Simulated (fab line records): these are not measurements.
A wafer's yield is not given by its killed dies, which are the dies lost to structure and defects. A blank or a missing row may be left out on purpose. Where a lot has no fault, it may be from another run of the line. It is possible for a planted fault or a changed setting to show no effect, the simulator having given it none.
fab line records ; flow sky130 ; part 1 of 2: steps 1 to 42 of 43
[record] lots = 6; wafers = 18; last_day = 50
route steps=708 shown FIELD_ISO@16 NWELL@32 DNWELL@35 PWDE@45 PAD_OPEN@708
lots that met no fault: from a run of the same line without faults
start_h: the number of hours between the record's first day and the start of the first shown wafer of the lot ; wait_h: time in hours since the lot's previous step ; " the same as in the row above ; L1.1+2: several wafers, shown together as one row ; - no value, or no start given ; * or withheld: withheld ; < > ~ a bound
route shown NAME@n: a module of which the file shows steps, and the number in the route of the first ; usual: mean/standard deviation of fault-free wafers ; same: alike in all rows ; chamber/n: place in a boat ; sites: per-site readings ; _std_site: the values' standard deviation ; _edge_site: mean of outer sites minus mean of inner sites ; radius_mm: for every site, how far away it sits from the centre of the wafer ; mask NAME#n: copy n ; behind: the last tool/chamber to shape the wafer ; hold: cause of the lot's hold/its duration in hours/its outcome ; device: transistor that didn't switch, given as n, p or np ; end of line: tests run on the same wafers once the route is complete ; a step given without rows: its recipe and nothing more ; killed: dies that structure and defects cost at the first sort, which is not the same as the wafer's yield ; map: dies across one wafer; x = killed, . = not, _ = none there
set.NAME: the run value of the setting; set.NAME@STEP: its run value at that earlier step ; model.NAME: the simulator's own value behind a step, which no gauge read
lots at selected steps of the route; one table per step, one row per wafer
services: a tool's chamber out of use, with start hour (start_h, from the record's first day; less than 0 if before it), hours out, and reason
[[steps]]
[step SKY_FIELD_ISO_ETCH_15]
[recipe] chemistry = CHF3/O2; target_depth_nm = 180; stop_on = Si; source_w = 600; bias_w = 200; pressure_mtorr = 40; chf3_flow_sccm = 50; O2_flow_sccm = 5; time_s = 72
[usual] O2_flow_sccm = 5.001/0.014; drypump_motor_current_A = 5.5/0.44; oes_product_au = 0.945/0.0078; throttle_valve_pct = 8.843/0.0094
lot.wafer;tool;chamber;start_h;wait_h;O2_flow_sccm;drypump_motor_current_A;oes_product_au;rf_hours_counter_h;throttle_valve_pct
L116.2;rie_diel-01;0;29.02;0.0;4.995;4.9;0.960;33;8.862
L116.3;rie_diel-01;3;29.02;0.0;4.997;5.7;0.950;66;8.857
L116.6;rie_diel-01;0;29.02;0.0;4.993;4.9;0.962;-;8.833
L118.1;rie_diel-01;0;39.14;0.0;4.999;4.9;0.958;33;8.853
L118.3;rie_diel-01;1;39.14;0.0;4.986;6.0;0.939;32;8.843
L118.5;rie_diel-01;1;39.14;0.0;4.991;6.0;0.953;-;8.845
L126.2;rie_diel-04;2;79.40;0.0;4.987;5.8;0.939;64;8.844
L126.4;rie_diel-04;3;79.40;0.0;5.005;5.2;0.944;125;8.863
L126.5;rie_diel-04;1;79.40;0.0;4.996;4.9;0.943;-;8.840
L127.2;rie_diel-04;2;88.35;0.0;5.006;5.7;0.941;64;8.834
L127.3;rie_diel-04;0;88.35;0.0;5.013;5.6;0.951;46;8.844
L127.4;rie_diel-04;1;88.35;0.0;4.986;4.9;0.934;140;8.825
L133.2;rie_diel-03;3;116.07;0.0;4.998;4.9;0.946;0;8.844
L133.4;rie_diel-03;1;116.07;0.0;4.981;5.8;0.940;3;8.841
L133.5;rie_diel-03;2;116.07;0.0;5.017;5.4;0.940;-;8.834
L135.1;rie_diel-04;0;156.15;0.0;5.015;5.6;0.952;46;8.855
L135.3;rie_diel-04;2;156.15;0.0;4.981;5.7;0.944;65;8.847
L135.5;rie_diel-04;0;156.15;0.0;5.014;5.6;0.941;-;8.837
[step SKY_FIELD_ISO_STRIP_16]
[recipe] chemistry = O2/N2; power_w = 1400; pressure_mtorr = 1500; platen_temp_c = withheld; o2_flow_sccm = 3000; n2_flow_sccm = 300; overash_fraction = 0.5
[usual] drypump_motor_current_A = 5.5/0.4; o2_flow_sccm = 3000/8.7; oes_product_au = 0.378/0.0048; strip_time_to_endpoint_s = 3.541/0.026
lot.wafer;tool;chamber;start_h;wait_h;drypump_motor_current_A;o2_flow_sccm;oes_product_au;rf_hours_counter_h;strip_time_to_endpoint_s
L116.2;plasma_asher-01;0;29.08;0.0;5.0;2994;0.375;34;3.526
L116.3;plasma_asher-01;0;29.08;0.0;4.9;2987;0.372;-;3.504
L116.6;plasma_asher-01;1;29.08;0.0;5.8;2985;0.375;-;3.523
L118.1;plasma_asher-04;1;39.20;0.0;5.8;3003;0.380;36;3.527
L118.3;plasma_asher-04;1;39.20;0.0;5.8;3006;0.372;-;3.529
L118.5;plasma_asher-04;0;39.20;0.0;6.0;3001;0.382;-;3.532
L126.2;plasma_asher-01;1;79.46;0.0;5.8;2989;0.370;39;3.507
L126.4;plasma_asher-01;1;79.46;0.0;5.8;2993;0.382;-;3.592
L126.5;plasma_asher-01;1;79.46;0.0;5.8;2989;0.375;-;3.582
L127.2;plasma_asher-03;1;88.41;0.0;5.7;2993;0.383;40;3.510
L127.3;plasma_asher-03;1;88.41;0.0;5.7;3014;0.383;-;3.530
L127.4;plasma_asher-03;0;88.41;0.0;5.1;2997;0.378;-;3.527
L133.2;plasma_asher-04;1;116.13;0.0;5.7;2996;0.381;43;3.520
L133.4;plasma_asher-04;1;116.13;0.0;5.8;2997;0.379;-;3.535
L133.5;plasma_asher-04;1;116.13;0.0;5.8;3002;0.379;-;3.516
L135.1;plasma_asher-03;0;156.21;0.0;5.1;2991;0.376;47;3.519
L135.3;plasma_asher-03;1;156.21;0.0;5.7;2990;0.379;-;3.502
L135.5;plasma_asher-03;0;156.21;0.0;5.0;2998;0.376;-;3.535
[step SKY_FIELD_ISO_ETCH_17]
[recipe] target_depth_a = 3420; mask_material = Si3N4; chemistry = HBr/Cl2/O2; target = Si; taper_deg = 5; icp_w = 600; bias_w = 150; pressure_mtorr = 15; HBr_flow_sccm = 150; Cl2_flow_sccm = 40; O2_flow_sccm = 6; time_s = 97.7
[usual] O2_flow_sccm = 6.003/0.02; drypump_motor_current_A = 5.6/0.53; oes_product_au = 1.005/0.0092; throttle_valve_pct = 25.652/0.012
lot.wafer;tool;chamber;start_h;wait_h;O2_flow_sccm;drypump_motor_current_A;oes_product_au;rf_hours_counter_h;throttle_valve_pct
L116.2;rie_si-02;2;29.18;0.1;6.027;4.9;0.997;82;25.648
L116.3;rie_si-02;0;29.18;0.1;6.025;6.1;1.007;1;25.656
L116.6;rie_si-02;3;29.18;0.1;6.005;6.3;1.011;-;25.643
L118.1;rie_si-01;3;39.30;0.1;6.005;6.3;1.000;98;25.649
L118.3;rie_si-01;2;39.30;0.1;6.032;6.0;1.006;132;25.658
L118.5;rie_si-01;1;39.30;0.1;6.010;5.3;1.000;-;25.671
L126.2;rie_si-01;2;79.56;0.1;6.028;6.0;1.001;133;25.649
L126.4;rie_si-01;3;79.56;0.1;6.001;6.3;1.011;98;25.659
L126.5;rie_si-01;0;79.56;0.1;6.013;5.3;1.005;-;25.653
L127.2;rie_si-02;2;88.51;0.1;6.032;4.9;1.002;83;25.638
L127.3;rie_si-02;1;88.51;0.1;6.004;5.2;1.006;60;25.666
L127.4;rie_si-02;0;88.51;0.1;6.002;6.0;1.013;-;25.621
L133.2;rie_si-02;1;116.23;0.1;6.005;5.2;1.002;61;25.651
L133.4;rie_si-02;0;116.23;0.1;6.003;6.0;1.014;2;25.653
L133.5;rie_si-02;3;116.23;0.1;6.028;6.3;1.015;-;25.661
L135.1;rie_si-02;2;156.31;0.1;5.994;4.9;0.998;83;25.679
L135.3;rie_si-02;0;156.31;0.1;6.031;6.0;1.014;2;25.643
L135.5;rie_si-02;3;156.31;0.1;5.974;6.3;1.020;-;25.638
[step SKY_FIELD_ISO_WET_ETCH_18]
[recipe] chemistry = H3PO4; target_depth_nm = 25; temp_c = 160; target = Si3N4; time_s = 286
[step SKY_FIELD_ISO_CLEAN_19]
[recipe] chemistry = SC1/SC2; mix = 1:4:20; temp_c = 70; time_s = 150
[step SKY_FIELD_ISO_CLEAN_20]
[recipe] chemistry = dHF; time_s = 20; dilution = 100:1
[step SKY_FIELD_ISO_WET_ETCH_21]
[recipe] chemistry = dHF; dilution = 100:1; target_depth_nm = 20; dry = ipa_marangoni; target = SiO2; temp_c = 25; time_s = 400
[step SKY_FIELD_ISO_OXIDATION_22]
[recipe] temp_c = 950; ambient = O2; stabilise_s = 600; purge_s = 300; target_thk_a = 100; ox_time_s = 623
[step SKY_FIELD_ISO_THK_MEAS_23]
[recipe] reads = SiO2_of_FIELD_ISO_OXIDATION_22
[usual] FIELD_ISO_OXIDATION_01_THK = 10.02/0.18
lot.wafer;tool;chamber;start_h;wait_h;FIELD_ISO_OXIDATION_01_THK[nm]
L116.2;film_metro-04;-;31.05;0.0;10.31
L116.3;film_metro-04;-;31.05;0.0;10.08
L116.6;film_metro-04;-;31.05;0.0;10.19
L118.1;film_metro-04;-;41.40;0.0;9.71
L118.3;film_metro-04;-;41.40;0.0;10.14
L118.5;film_metro-04;-;41.40;0.0;10.03
L126.2;film_metro-03;-;82.74;0.0;9.88
L126.4;film_metro-03;-;82.74;0.0;9.75
L126.5;film_metro-03;-;82.74;0.0;9.76
L127.2;film_metro-03;-;90.03;0.0;9.99
L127.3;film_metro-03;-;90.03;0.0;9.85
L127.4;film_metro-03;-;90.03;0.0;9.82
L133.2;film_metro-04;-;119.21;0.0;10.20
L133.4;film_metro-04;-;119.21;0.0;10.14
L133.5;film_metro-04;-;119.21;0.0;10.20
L135.1;film_metro-04;-;159.59;0.0;10.07
L135.3;film_metro-04;-;159.59;0.0;9.98
L135.5;film_metro-04;-;159.59;0.0;9.99
[step SKY_FIELD_ISO_CVD_24]
[recipe] material = SiO2; target_thk_nm = 595; temp_c = 650; sigma_open_frac = 0.3; time_s = 99.2; sih4_flow_sccm = 60; pressure_mtorr = 6
[step SKY_FIELD_ISO_THK_MEAS_25]
[recipe] reads = SiO2_of_FIELD_ISO_CVD_24
[usual] FIELD_ISO_CVD_24_THK = 595/5.5
lot.wafer;tool;chamber;start_h;wait_h;FIELD_ISO_CVD_24_THK[nm]
L116.2;film_metro-04;-;31.19;0.0;595
L116.3;film_metro-04;-;31.19;0.0;586
L116.6;film_metro-04;-;31.19;0.0;585
L118.1;film_metro-03;-;41.53;0.0;591
L118.3;film_metro-03;-;41.53;0.0;586
L118.5;film_metro-03;-;41.53;0.0;588
L126.2;film_metro-03;-;82.87;0.0;598
L126.4;film_metro-03;-;82.87;0.0;599
L126.5;film_metro-03;-;82.87;0.0;600
L127.2;film_metro-02;-;90.17;0.0;592
L127.3;film_metro-02;-;90.17;0.0;599
L127.4;film_metro-02;-;90.17;0.0;603
L133.2;film_metro-03;-;119.34;0.0;595
L133.4;film_metro-03;-;119.34;0.0;601
L133.5;film_metro-03;-;119.34;0.0;601
L135.1;film_metro-04;-;159.72;0.0;593
L135.3;film_metro-04;-;159.72;0.0;592
L135.5;film_metro-04;-;159.72;0.0;596
[step SKY_FIELD_ISO_ANNEAL_26]
[recipe] temp_c = 1000; time_s = 1800; ambient = N2
[step SKY_FIELD_ISO_CMP_27]
[recipe] stop_on = Si3N4; t_overpolish_s = 16; down_force_psi = 4; platen_rpm = 60; target_thk_nm = 457.8; pad_velocity_m_s = 0.94248
[usual] head_pressure_psi = 4.000/0.008; motor_current_A = 12.5/1.3; overpolish_run_s = 16.000/0.0097; retaining_ring_pressure_frac = 1.000/0.0046; time_to_endpoint_s = 113/4.5
lot.wafer;tool;chamber;start_h;wait_h;head_pressure_psi;motor_current_A;overpolish_run_s;retaining_ring_pressure_frac;time_to_endpoint_s
L116.3;cmp-01;1;32.84;0.1;4.018;13.1;15.989;0.999;110
L116.2;cmp-01;2;32.84;0.1;4.000;11.9;16.014;1.004;115
L116.6;cmp-01;3;32.84;0.1;4.001;11.2;16.012;1.006;106
L118.1;cmp-02;2;44.51;0.1;3.983;14.7;16.001;0.993;111
L118.3;cmp-02;3;44.51;0.1;4.014;12.5;16.012;1.001;117
L118.5;cmp-02;0;44.51;0.1;3.999;10.4;15.992;1.000;110
L126.4;cmp-02;2;86.05;0.1;4.004;14.4;16.001;0.997;104
L126.2;cmp-02;3;86.05;0.1;4.005;13.3;15.988;1.004;113
L126.5;cmp-02;0;86.05;0.1;3.999;12.0;15.990;1.004;108
L127.2;cmp-02;2;91.72;0.0;4.004;15.5;15.991;0.997;109
L127.4;cmp-02;0;91.72;0.0;3.990;11.2;15.997;0.997;113
L127.3;cmp-02;1;91.72;0.0;4.008;10.7;15.984;1.000;113
L133.4;cmp-01;1;121.51;0.1;3.986;13.1;15.989;1.000;115
L133.2;cmp-01;3;121.51;0.1;3.991;11.3;15.998;1.000;113
L133.5;cmp-01;1;121.51;0.1;3.990;12.9;15.994;0.998;118
L135.1;cmp-01;2;161.28;0.0;4.004;11.8;16.017;1.001;115
L135.3;cmp-01;1;161.28;0.0;3.995;12.5;16.006;1.005;115
L135.5;cmp-01;3;161.28;0.0;3.996;11.8;16.000;0.996;114
[step SKY_FIELD_ISO_WET_ETCH_28]
[recipe] chemistry = dHF; target_depth_nm = 23.7; target = SiO2; dilution = 10:1; temp_c = 25; time_s = 47
[step SKY_FIELD_ISO_WET_ETCH_29]
[recipe] chemistry = H3PO4; target_depth_nm = 160; target = Si3N4; temp_c = 160; time_s = 1825
[step SKY_FIELD_ISO_WET_ETCH_30]
[recipe] chemistry = dHF; target_depth_nm = 25; target = SiO2; dilution = 10:1; temp_c = 25; time_s = 50
[step SKY_NWELL_CLEAN_00]
[recipe] chemistry = SC1/SC2; mix = 1:4:20; temp_c = 70; time_s = 150; dry = n2_spin
[step SKY_NWELL_OXIDATION_01]
[recipe] temp_c = 900; ambient = O2; stabilise_s = 600; purge_s = 300; target_thk_a = 100; ox_time_s = 1418
[step SKY_NWELL_THK_MEAS_02]
[recipe] reads = SiO2_of_NWELL_OXIDATION_01
[usual] NWELL_OXIDATION_THK = 10.01/0.17
lot.wafer;tool;chamber;start_h;wait_h;NWELL_OXIDATION_THK[nm]
L116.2;film_metro-01;-;35.10;0.0;10.00
L116.3;film_metro-01;-;35.10;0.0;10.01
L116.6;film_metro-01;-;35.10;0.0;9.95
L118.1;film_metro-03;-;47.15;0.0;9.62
L118.3;film_metro-03;-;47.15;0.0;9.83
L118.5;film_metro-03;-;47.15;0.0;9.81
L126.2;film_metro-01;-;88.65;0.0;10.12
L126.4;film_metro-01;-;88.65;0.0;9.85
L126.5;film_metro-01;-;88.65;0.0;10.01
L127.2;film_metro-03;-;94.07;0.0;10.08
L127.3;film_metro-03;-;94.07;0.0;10.29
L127.4;film_metro-03;-;94.07;0.0;10.38
L133.2;film_metro-01;-;124.37;0.0;9.74
L133.4;film_metro-01;-;124.37;0.0;9.68
L133.5;film_metro-01;-;124.37;0.0;9.79
L135.1;film_metro-01;-;165.59;0.0;10.14
L135.3;film_metro-01;-;165.59;0.0;9.99
L135.5;film_metro-01;-;165.59;0.0;10.04
[step SKY_DNWELL_DEHYDRATE_00]
[recipe] temp_c = 200; time_s = 60
[step SKY_DNWELL_HMDS_01]
[recipe] prime_time_s = 60; prime_temp_c = 120
[step SKY_DNWELL_COAT_02]
[recipe] spin_rpm = 2000; resist_thk_nm = 3000
[step SKY_DNWELL_SOFTBAKE_03]
[recipe] temp_c = 110; time_s = withheld
[step SKY_DNWELL_EXPOSE_04]
[recipe] mask_id = DNM; na = 0.57; target_cd_nm = 3000; dose_mj = 222
[step SKY_DNWELL_PEB_05]
[recipe] temp_c = 115; time_s = withheld
[step SKY_DNWELL_DEVELOP_06]
[recipe] wall_angle_deg = 90; developer = TMAH; develop_time_s = 60; dev_temp_c = 23
[step SKY_DNWELL_IMPLANT_07]
[recipe] species = P; energy_kev = withheld; dose_cm2 = withheld; tilt_deg = withheld
[step SKY_DNWELL_STRIP_08]
[recipe] chemistry = O2/N2; power_w = 1400; pressure_mtorr = 1500; platen_temp_c = withheld; o2_flow_sccm = 3000; n2_flow_sccm = 300; overash_fraction = 0.5
[usual] drypump_motor_current_A = 5.8/0.38; o2_flow_sccm = 3000/8.8; oes_product_au = 0.722/0.0048; strip_time_to_endpoint_s = 36.98/0.098
lot.wafer;tool;chamber;start_h;wait_h;drypump_motor_current_A;o2_flow_sccm;oes_product_au;rf_hours_counter_h;strip_time_to_endpoint_s
L116.2;plasma_asher-04;1;50.41;0.1;5.8;2995;0.722;37;36.93
L116.3;plasma_asher-04;0;50.41;0.1;6.0;3019;0.720;-;36.92
L116.6;plasma_asher-04;1;50.41;0.1;5.8;3004;0.720;-;36.87
L118.1;plasma_asher-04;1;63.42;0.1;5.8;2999;0.719;38;36.94
L118.3;plasma_asher-04;1;63.42;0.1;5.8;2986;0.718;-;37.06
L118.5;plasma_asher-04;0;63.42;0.1;6.0;3004;0.719;-;36.99
L126.2;plasma_asher-02;1;106.42;0.1;5.7;3003;0.724;30;36.86
L126.4;plasma_asher-02;0;106.42;0.1;6.4;2996;0.716;-;36.82
L126.5;plasma_asher-02;1;106.42;0.1;5.6;2989;0.718;-;36.80
L127.2;plasma_asher-04;0;112.01;0.1;6.0;3011;0.713;42;36.88
L127.3;plasma_asher-04;1;112.01;0.1;5.8;3001;0.721;-;36.82
L127.4;plasma_asher-04;0;112.01;0.1;6.0;3000;0.725;-;36.96
L133.2;plasma_asher-04;1;140.16;0.1;5.8;2999;0.719;45;37.12
L133.4;plasma_asher-04;1;140.16;0.1;5.8;2999;0.727;-;36.96
L133.5;plasma_asher-04;0;140.16;0.1;6.0;2996;0.728;-;37.06
L135.1;plasma_asher-04;1;185.53;0.1;5.8;2998;0.725;48;37.08
L135.3;plasma_asher-04;0;185.53;0.1;6.0;3002;0.719;-;37.01
L135.5;plasma_asher-04;0;185.53;0.1;6.0;2990;0.715;-;37.04
[step SKY_DNWELL_TW_MEAS_09]
[usual] DNWELL_TW = 1107/15
lot.wafer;tool;chamber;start_h;wait_h;DNWELL_TW
L116.2;film_metro-01;-;50.52;0.1;1083
L116.3;film_metro-01;-;50.52;0.1;1086
L116.6;film_metro-01;-;50.52;0.1;1079
L118.1;film_metro-01;-;63.52;0.1;1088
L118.3;film_metro-01;-;63.52;0.1;1083
L118.5;film_metro-01;-;63.52;0.1;1085
L126.2;film_metro-04;-;106.53;0.1;1129
L126.4;film_metro-04;-;106.53;0.1;1127
L126.5;film_metro-04;-;106.53;0.1;1125
L127.2;film_metro-01;-;112.12;0.1;1086
L127.3;film_metro-01;-;112.12;0.1;1081
L127.4;film_metro-01;-;112.12;0.1;1087
L133.2;film_metro-03;-;140.27;0.1;1102
L133.4;film_metro-03;-;140.27;0.1;1107
L133.5;film_metro-03;-;140.27;0.1;1104
L135.1;film_metro-04;-;185.63;0.1;1124
L135.3;film_metro-04;-;185.63;0.1;1121
L135.5;film_metro-04;-;185.63;0.1;1121
[step SKY_PWDE_DEHYDRATE_00]
[recipe] temp_c = 200; time_s = 60
[step SKY_PWDE_HMDS_01]
[recipe] prime_time_s = 60; prime_temp_c = 120
[step SKY_PWDE_COAT_02]
[recipe] spin_rpm = 2000; resist_thk_nm = 3000
[step SKY_PWDE_SOFTBAKE_03]
[recipe] temp_c = 110; time_s = withheld
[step SKY_PWDE_EXPOSE_04]
[recipe] mask_id = PWDEM; na = 0.6; source_shape = conventional; sigma_outer = 0.6; polarization = unpolarized; target_cd_nm = 840; dose_mj = 214
[step SKY_PWDE_PEB_05]
[recipe] temp_c = 115; time_s = withheld
[step SKY_PWDE_DEVELOP_06]
[recipe] wall_angle_deg = 90; developer = TMAH; develop_time_s = 60; dev_temp_c = 23
[step SKY_PWDE_OVL_MEAS_07]
[usual] PWDE_OVL = 0.7/1.3
lot.wafer;tool;chamber;start_h;wait_h;PWDE_OVL[nm]
L116.2;overlay-01;-;66.95;-;2.3
L116.3;overlay-01;-;66.95;-;0.9
L116.6;overlay-01;-;66.95;-;-0.2
L118.1;overlay-02;-;78.89;-;-2.0
L118.3;overlay-02;-;78.89;-;-2.4
L118.5;overlay-02;-;78.89;-;-0.6
L126.2;overlay-01;-;123.52;-;1.0
L126.4;overlay-01;-;123.52;-;1.1
L126.5;overlay-01;-;123.52;-;-0.1
L127.2;overlay-02;-;128.25;-;1.7
L127.3;overlay-02;-;128.25;-;1.6
L127.4;overlay-02;-;128.25;-;1.6
L133.2;overlay-01;-;160.77;-;0.4
L133.4;overlay-01;-;160.77;-;2.1
L133.5;overlay-01;-;160.77;-;1.6
L135.1;overlay-01;-;206.86;-;-0.4
L135.3;overlay-01;-;206.86;-;1.9
L135.5;overlay-01;-;206.86;-;2.0
[step SKY_PWDE_IMPLANT_08]
[recipe] species = B; energy_kev = 150; dose_cm2 = 3.6e+12; tilt_deg = withheld
[step SKY_PWDE_STRIP_09]
[recipe] chemistry = O2/N2; power_w = 1400; pressure_mtorr = 1500; platen_temp_c = withheld; o2_flow_sccm = 3000; n2_flow_sccm = 300; overash_fraction = 0.5
[usual] drypump_motor_current_A = 5.8/0.42; o2_flow_sccm = 3000/8.5; oes_product_au = 0.722/0.0043; strip_time_to_endpoint_s = 36.94/0.11
lot.wafer;tool;chamber;start_h;wait_h;drypump_motor_current_A;o2_flow_sccm;oes_product_au;rf_hours_counter_h;strip_time_to_endpoint_s
L116.2;plasma_asher-03;0;67.13;0.1;5.1;3000;0.725;38;36.91
L116.3;plasma_asher-03;1;67.13;0.1;5.7;3021;0.724;-;36.98
L116.6;plasma_asher-03;0;67.13;0.1;5.1;2999;0.720;-;36.91
L118.1;plasma_asher-02;0;79.08;0.1;6.4;2986;0.719;28;36.90
L118.3;plasma_asher-02;1;79.08;0.1;5.7;2995;0.718;-;37.03
L118.5;plasma_asher-02;1;79.08;0.1;5.7;2996;0.721;-;36.89
L126.2;plasma_asher-02;0;123.70;0.1;6.3;2995;0.722;32;36.75
L126.4;plasma_asher-02;1;123.70;0.1;5.7;3007;0.721;-;36.82
L126.5;plasma_asher-02;1;123.70;0.1;5.6;2993;0.722;-;36.87
L127.2;plasma_asher-03;1;128.43;0.1;5.7;2995;0.715;44;36.96
L127.3;plasma_asher-03;0;128.43;0.1;5.1;2992;0.729;-;37.06
L127.4;plasma_asher-03;1;128.43;0.1;5.7;2998;0.728;-;37.11
L133.2;plasma_asher-02;1;160.95;0.1;5.7;2997;0.720;36;36.95
L133.4;plasma_asher-02;1;160.95;0.1;5.7;2982;0.727;-;36.72
L133.5;plasma_asher-02;1;160.95;0.1;5.7;2992;0.727;-;37.10
L135.1;plasma_asher-02;1;207.05;0.1;5.7;3024;0.714;41;36.80
L135.3;plasma_asher-02;1;207.05;0.1;5.7;2996;0.722;-;36.94
L135.5;plasma_asher-02;1;207.05;0.1;5.7;3003;0.723;-;36.79
[step SKY_PWDE_TW_MEAS_10]
[usual] PWDE_TW = 371/4.1
lot.wafer;tool;chamber;start_h;wait_h;PWDE_TW
L116.2;film_metro-03;-;67.24;0.1;373
L116.3;film_metro-03;-;67.24;0.1;372
L116.6;film_metro-03;-;67.24;0.1;373
L118.1;film_metro-03;-;79.18;0.1;371
L118.3;film_metro-03;-;79.18;0.1;371
L118.5;film_metro-03;-;79.18;0.1;371
L126.2;film_metro-03;-;123.81;0.1;370
L126.4;film_metro-03;-;123.81;0.1;369
L126.5;film_metro-03;-;123.81;0.1;371
L127.2;film_metro-04;-;128.54;0.1;373
L127.3;film_metro-04;-;128.54;0.1;374
L127.4;film_metro-04;-;128.54;0.1;373
L133.2;film_metro-04;-;161.06;0.1;379
L133.4;film_metro-04;-;161.06;0.1;377
L133.5;film_metro-04;-;161.06;0.1;379
L135.1;film_metro-03;-;207.15;0.1;373
L135.3;film_metro-03;-;207.15;0.1;372
L135.5;film_metro-03;-;207.15;0.1;371
[step SKY_NWELL_DEHYDRATE_03]
[recipe] temp_c = 200; time_s = 60
[step SKY_NWELL_HMDS_04]
[recipe] prime_time_s = 60; prime_temp_c = 120
